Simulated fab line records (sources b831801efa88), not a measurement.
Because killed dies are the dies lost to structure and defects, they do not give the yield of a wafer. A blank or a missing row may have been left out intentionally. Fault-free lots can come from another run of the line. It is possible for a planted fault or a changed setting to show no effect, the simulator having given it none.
fab line records	flow sky130
record: lots: 12	wafers: 36	last-day: 50
route steps=708 shown VT_ADJUST_LVTN@115 VT_ADJUST_PCH@151 CONTACT@420 METAL1@451
lots that met no fault: taken from a fault-free run of the same line
start-h: start of the lot's first displayed wafer, in hours after the record's first day	wait-h: how many hours have passed since the lot's step before this one	" as in the row above	L1.1+2: a single row standing in for several wafers	- value missing, or start not given	* or withheld: withheld	< > ~ a bound
route shown NAME@n: a module of which the file shows steps, and the number in the route of the first	usual: mean/standard deviation taken from wafers without a fault	same: alike in all rows	chamber/n: place in a boat	sites: the reading at each site	_std_site: the standard deviation of these	_edge_site: outer sites' mean less inner sites'	radius-mm: for every site, how far away it sits from the centre of the wafer	mask NAME#n: copy n	behind: tool/chamber where the wafer was last shaped	hold: why the lot went on hold/how many hours it stayed there/how the hold came to an end	device: the transistor (n, p or np) that didn't switch	end of line: the same wafers' tests at the end of the route	for a step that has no rows: nothing shown but its recipe	killed: dies that structure and defects cost at the first sort, which is not the same as the wafer's yield	map: the dies of a wafer, with x for killed, . for not killed, _ for no die there
set.NAME: the setting the step ran with; set.NAME@STEP: the setting that earlier step ran with	model.NAME: the simulator's own value behind a step, which no gauge read
the route's steps for a sample of lots (tables are steps, rows are wafers)
services: a tool's chamber out of use, with start hour (start-h, from the record's first day; less than 0 if before it), hours out, and reason
== steps ==
step: SKY_VT_ADJUST_LVTN_OVL_MEAS_18
usual: VT_ADJUST_LVTN_01_OVL: 0.0/1.4
lot.wafer	tool	chamber	start-h	wait-h	VT_ADJUST_LVTN_01_OVL[nm]
L546.1	overlay-02	-	172.22	0.1	2.4
L546.2	"	-	"	"	1.8
L546.3	"	-	"	"	0.8
L547.1	overlay-01	-	186.11	0.1	-0.8
L547.2	"	-	"	"	0.5
L547.3	"	-	"	"	0.9
L549.4	overlay-02	-	189.83	0.1	0.0
L549.5	"	-	"	"	0.4
L549.6	"	-	"	"	1.0
L552.3	overlay-01	-	216.88	0.1	-1.8
L552.4	"	-	"	"	-1.7
L552.5	"	-	"	"	-0.5
L554.4	overlay-01	-	231.23	0.1	0.1
L554.5	"	-	"	"	-0.5
L554.6	"	-	"	"	1.7
L555.3	overlay-02	-	231.68	0.1	-0.9
L555.4	"	-	"	"	-0.7
L555.5	"	-	"	"	-1.0
L562.1	overlay-01	-	275.96	0.1	1.1
L562.2	"	-	"	"	2.0
L562.5	"	-	"	"	0.7
L564.1	overlay-01	-	290.07	0.1	-2.1
L564.3	"	-	"	"	-1.5
L564.5	"	-	"	"	-2.1
L565.1	overlay-02	-	292.26	0.1	0.1
L565.3	"	-	"	"	2.4
L565.6	"	-	"	"	0.6
L566.4	overlay-02	-	304.10	0.1	-0.3
L566.5	"	-	"	"	1.1
L566.6	"	-	"	"	-0.6
L567.1	overlay-01	-	306.93	0.1	0.3
L567.2	"	-	"	"	-2.5
L567.4	"	-	"	"	-1.1
L568.2	overlay-01	-	307.87	0.1	-2.7
L568.3	"	-	"	"	-1.9
L568.5	"	-	"	"	-1.4
step: SKY_VT_ADJUST_PCH_IMPLANT_08
recipe: species: B	energy-kev: 10	dose-cm2: 5e+11	tilt-deg: withheld
usual: dose-ions-cm2: 5e+11/5.4e+08	faraday-current-uA: 2.82/0.052
same: implant-ion-amu: 11
lot.wafer	tool	chamber	start-h	wait-h	dose-ions-cm2	faraday-current-uA
L546.1	implanter-03	0	236.90	0.0	5.005e+11	2.88
L546.2	"	0	"	"	4.994e+11	2.82
L546.3	"	0	"	"	5.008e+11	2.85
L547.1	implanter-03	0	254.47	0.0	4.992e+11	2.84
L547.2	"	0	"	"	5.003e+11	2.84
L547.3	"	0	"	"	4.999e+11	2.85
L549.4	implanter-04	0	257.80	0.1	4.995e+11	2.82
L549.5	"	0	"	"	4.995e+11	2.77
L549.6	"	0	"	"	5.001e+11	2.88
L552.3	implanter-04	0	289.85	0.1	5.002e+11	2.87
L552.4	"	0	"	"	4.997e+11	2.85
L552.5	"	0	"	"	4.997e+11	2.89
L554.4	implanter-04	0	306.18	0.1	5.013e+11	3.00
L554.5	"	0	"	"	5.006e+11	2.83
L554.6	"	0	"	"	5.003e+11	2.79
L555.3	implanter-03	0	306.85	0.1	4.998e+11	2.84
L555.4	"	0	"	"	4.996e+11	2.82
L555.5	"	0	"	"	4.999e+11	2.79
L562.1	implanter-03	0	354.70	0.0	5e+11	2.84
L562.2	"	0	"	"	5.006e+11	2.80
L562.5	"	0	"	"	5.001e+11	2.78
L564.1	implanter-04	0	370.32	0.0	4.992e+11	2.85
L564.3	"	0	"	"	4.994e+11	2.76
L564.5	"	0	"	"	4.997e+11	2.85
L565.1	implanter-03	0	372.50	0.0	2.178e+11	1.23
L565.3	"	0	"	"	2.174e+11	1.21
L565.6	"	0	"	"	2.17e+11	1.22
L566.4	implanter-03	0	386.14	0.1	2.17e+11	1.26
L566.5	"	0	"	"	2.173e+11	1.22
L566.6	"	0	"	"	2.17e+11	1.22
L567.1	implanter-04	0	387.92	0.0	4.999e+11	2.79
L567.2	"	0	"	"	5.004e+11	2.78
L567.4	"	0	"	"	5.007e+11	2.86
L568.2	implanter-04	0	389.25	0.0	5.001e+11	2.83
L568.3	"	0	"	"	5.003e+11	2.73
L568.5	"	0	"	"	5.001e+11	2.86
step: SKY_VT_ADJUST_PCH_TW_MEAS_10
usual: VT_ADJUST_PCH_TW: 141.2/1.3
lot.wafer	tool	chamber	start-h	wait-h	hold	VT_ADJUST_PCH_TW
L546.1	film-metro-01	-	237.15	0.1	-	141.0
L546.2	"	-	"	"	-	141.2
L546.3	"	-	"	"	-	140.0
L547.1	film-metro-04	-	254.72	0.1	-	141.0
L547.2	"	-	"	"	-	142.4
L547.3	"	-	"	"	-	141.0
L549.4	film-metro-04	-	258.00	0.1	-	142.0
L549.5	"	-	"	"	-	142.1
L549.6	"	-	"	"	-	142.2
L552.3	film-metro-02	-	290.07	0.1	-	138.9
L552.4	"	-	"	"	-	138.4
L552.5	"	-	"	"	-	138.9
L554.4	film-metro-01	-	306.38	0.1	-	141.7
L554.5	"	-	"	"	-	141.3
L554.6	"	-	"	"	-	140.9
L555.3	film-metro-04	-	307.07	0.1	-	142.7
L555.4	"	-	"	"	-	142.0
L555.5	"	-	"	"	-	141.8
L562.1	film-metro-04	-	354.95	0.1	-	141.9
L562.2	"	-	"	"	-	143.5
L562.5	"	-	"	"	-	142.8
L564.1	film-metro-01	-	370.57	0.1	-	141.0
L564.3	"	-	"	"	-	141.6
L564.5	"	-	"	"	-	141.0
L565.1	film-metro-04	-	372.75	0.1	await-dispo/0.2h/release	115.8
L565.3	"	-	"	"	await-dispo/0.2h/release	116.4
L565.6	"	-	"	"	await-dispo/0.2h/release	115.2
L565.1	film-metro-04	-	372.98	0.2	-	115.9
L565.3	"	-	"	"	-	115.9
L565.6	"	-	"	"	-	116.5
L566.4	film-metro-01	-	386.35	0.1	await-dispo/0.2h/release	114.3
L566.5	"	-	"	"	await-dispo/0.2h/release	113.5
L566.6	"	-	"	"	await-dispo/0.2h/release	114.8
L566.4	film-metro-01	-	388.03	1.7	-	114.2
L566.5	"	-	"	"	-	114.2
L566.6	"	-	"	"	-	113.8
L567.1	film-metro-04	-	388.17	0.1	-	141.7
L567.2	"	-	"	"	-	141.5
L567.4	"	-	"	"	-	142.3
L568.2	film-metro-02	-	389.48	0.1	-	139.3
L568.3	"	-	"	"	-	139.8
L568.5	"	-	"	"	-	140.2
step: SKY_CONTACT_CD_MEAS_14
recipe: target-cd-nm: 170
usual: cd-nm: 170.0/1.4
lot.wafer	tool	chamber	start-h	wait-h	cd-nm
L546.1	cd-sem-02	-	744.66	-	168.4
L546.2	"	-	"	"	169.4
L546.3	"	-	"	"	166.6
L547.1	cd-sem-02	-	760.71	-	172.5
L547.2	"	-	"	"	170.5
L547.3	"	-	"	"	169.7
L549.4	cd-sem-02	-	772.27	-	170.4
L549.5	"	-	"	"	169.2
L549.6	"	-	"	"	168.2
L552.3	cd-sem-01	-	806.80	-	169.6
L552.4	"	-	"	"	169.7
L552.5	"	-	"	"	169.1
L554.4	cd-sem-01	-	818.54	-	171.5
L554.5	"	-	"	"	171.1
L554.6	"	-	"	"	172.0
L555.3	cd-sem-02	-	819.77	-	166.3
L555.4	"	-	"	"	170.6
L555.5	"	-	"	"	169.6
L562.1	cd-sem-01	-	864.73	-	169.0
L562.2	"	-	"	"	169.8
L562.5	"	-	"	"	170.0
L564.1	cd-sem-02	-	882.81	-	170.2
L564.3	"	-	"	"	168.9
L564.5	"	-	"	"	169.7
L565.1	cd-sem-01	-	885.88	-	172.3
L565.3	"	-	"	"	171.4
L565.6	"	-	"	"	170.7
L566.4	cd-sem-01	-	893.44	-	170.1
L566.5	"	-	"	"	168.0
L566.6	"	-	"	"	170.6
L568.2	cd-sem-01	-	896.84	-	170.7
L568.3	"	-	"	"	170.8
L568.5	"	-	"	"	169.9
L567.1	cd-sem-02	-	898.36	-	167.0
L567.2	"	-	"	"	167.4
L567.4	"	-	"	"	167.5
step: SKY_METAL1_DESCUM_17
recipe: chemistry: O2	source-power-w: 150	bias-power-w: 0	pressure-mtorr: 10	temp-c: 40	time-s: 8
usual: drypump-motor-current-A: 5.7/0.63	oes-product-au: 1.002/0.0087
lot.wafer	tool	chamber	start-h	wait-h	drypump-motor-current-A	oes-product-au	rf-hours-counter-h
L546.1	rie-metal-04	0	774.47	0.0	5.1	1.007	1
L546.2	"	1	"	"	5.1	0.996	3
L546.3	"	1	"	"	5.1	1.000	-
L547.1	rie-metal-04	0	788.72	0.0	5.1	1.005	2
L547.2	"	1	"	"	5.2	1.005	4
L547.3	"	0	"	"	5.1	1.010	-
L549.4	rie-metal-01	1	801.03	0.0	6.2	1.005	-
L549.5	"	0	"	"	6.5	0.996	-
L549.6	"	1	"	"	6.2	1.004	-
L552.3	rie-metal-03	1	835.50	0.0	5.1	1.003	-
L552.4	"	0	"	"	6.4	1.017	-
L552.5	"	0	"	"	6.4	1.000	-
L554.4	rie-metal-04	0	846.28	0.0	5.1	1.006	-
L554.5	"	1	"	"	5.1	0.991	-
L554.6	"	0	"	"	5.1	0.990	-
L555.3	rie-metal-01	1	848.65	0.0	6.2	1.010	-
L555.4	"	0	"	"	6.6	1.002	-
L555.5	"	1	"	"	6.2	0.989	-
L562.1	rie-metal-01	1	893.14	0.0	6.3	1.002	2
L562.2	"	0	"	"	6.5	0.999	14
L562.5	"	1	"	"	6.2	1.001	-
L564.1	rie-metal-03	0	910.27	0.0	6.4	1.007	3
L564.3	"	0	"	"	6.4	1.007	-
L564.5	"	0	"	"	6.4	1.006	-
L565.1	rie-metal-01	1	913.19	0.0	6.2	0.982	3
L565.3	"	1	"	"	6.2	1.010	-
L565.6	"	1	"	"	6.3	0.998	-
L566.4	rie-metal-04	0	920.15	0.0	5.1	1.003	-
L566.5	"	1	"	"	5.1	0.994	-
L566.6	"	0	"	"	5.1	0.992	-
L568.2	rie-metal-04	1	923.12	0.0	5.1	1.010	9
L568.3	"	1	"	"	5.2	0.997	-
L568.5	"	1	"	"	5.1	0.996	-
L567.1	rie-metal-03	1	924.87	0.0	5.2	0.992	5
L567.2	"	0	"	"	6.4	1.006	4
L567.4	"	1	"	"	5.1	1.000	-
== services ==
tool	chamber	start-h	hours	kind
implanter-03	-	283.46	12.4	pm
implanter-04	-	294.35	4.1	repair
rie-metal-04	0	397.24	2.5	repair
implanter-03	-	401.12	4.4	repair
implanter-04	-	406.27	2.0	repair
rie-metal-04	-	428.16	0.3	repair
implanter-04	-	428.79	6.7	pm
implanter-03	-	547.17	3.6	pm
rie-metal-04	-	554.21	1.4	pm
implanter-03	-	571.92	3.4	repair
rie-metal-04	-	581.20	0.4	repair
implanter-03	-	597.21	3.1	repair
implanter-04	-	599.37	2.7	pm
implanter-04	-	619.55	1.3	repair
implanter-03	-	647.11	3.8	pm
rie-metal-04	-	658.99	0.6	repair
rie-metal-04	-	676.44	14.6	pm
implanter-04	-	685.81	2.6	repair
implanter-04	-	708.64	2.4	repair
rie-metal-04	-	770.84	1.5	repair
implanter-03	-	815.96	1.9	repair
implanter-03	-	840.52	3.5	repair
implanter-04	-	887.54	0.8	repair
implanter-04	-	917.71	7.3	pm
== key ==
first-sign: step: SKY_VT_ADJUST_PCH_IMPLANT_08	reading: dose-ions-cm2	direction: down	sigmas: 99+	usual: *	struck: *
effect: step: SKY_VT_ADJUST_PCH_IMPLANT_08	reading: faraday-current-uA	direction: down	sigmas: 31	usual: 2.82	struck: 1.23
effect: step: SKY_VT_ADJUST_PCH_TW_MEAS_10	reading: visit	direction: added
effect: step: SKY_VT_ADJUST_PCH_TW_MEAS_10	reading: VT_ADJUST_PCH_TW	direction: down	sigmas: 21	usual: 141.2	struck: 115.0
met-at SKY_VT_ADJUST_PCH_IMPLANT_08
struck-lots L565,L566
tester-left-out L565,L566
not-acting-at SKY_VT_ADJUST_LVTN_OVL_MEAS_18,SKY_CONTACT_CD_MEAS_14,SKY_METAL1_DESCUM_17
onset-between 354.70 372.50
fault: kind: process-parameter-drift	tool: implanter-03	chamber: -	onset-h: 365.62	steps: SKY_VT_ADJUST_PCH_IMPLANT_08	channel: dose-cm2	offset: *	shape: step	end-h: 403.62	acts-in: *	stated: *
tester-left-out: of these lots the tester's yield and bins aren't shown, on N5 and GAA mostly nor the transistor test; their killed dies are dies lost to structure and defects alone, not to doping, threshold or leakage, so they don't give the yield
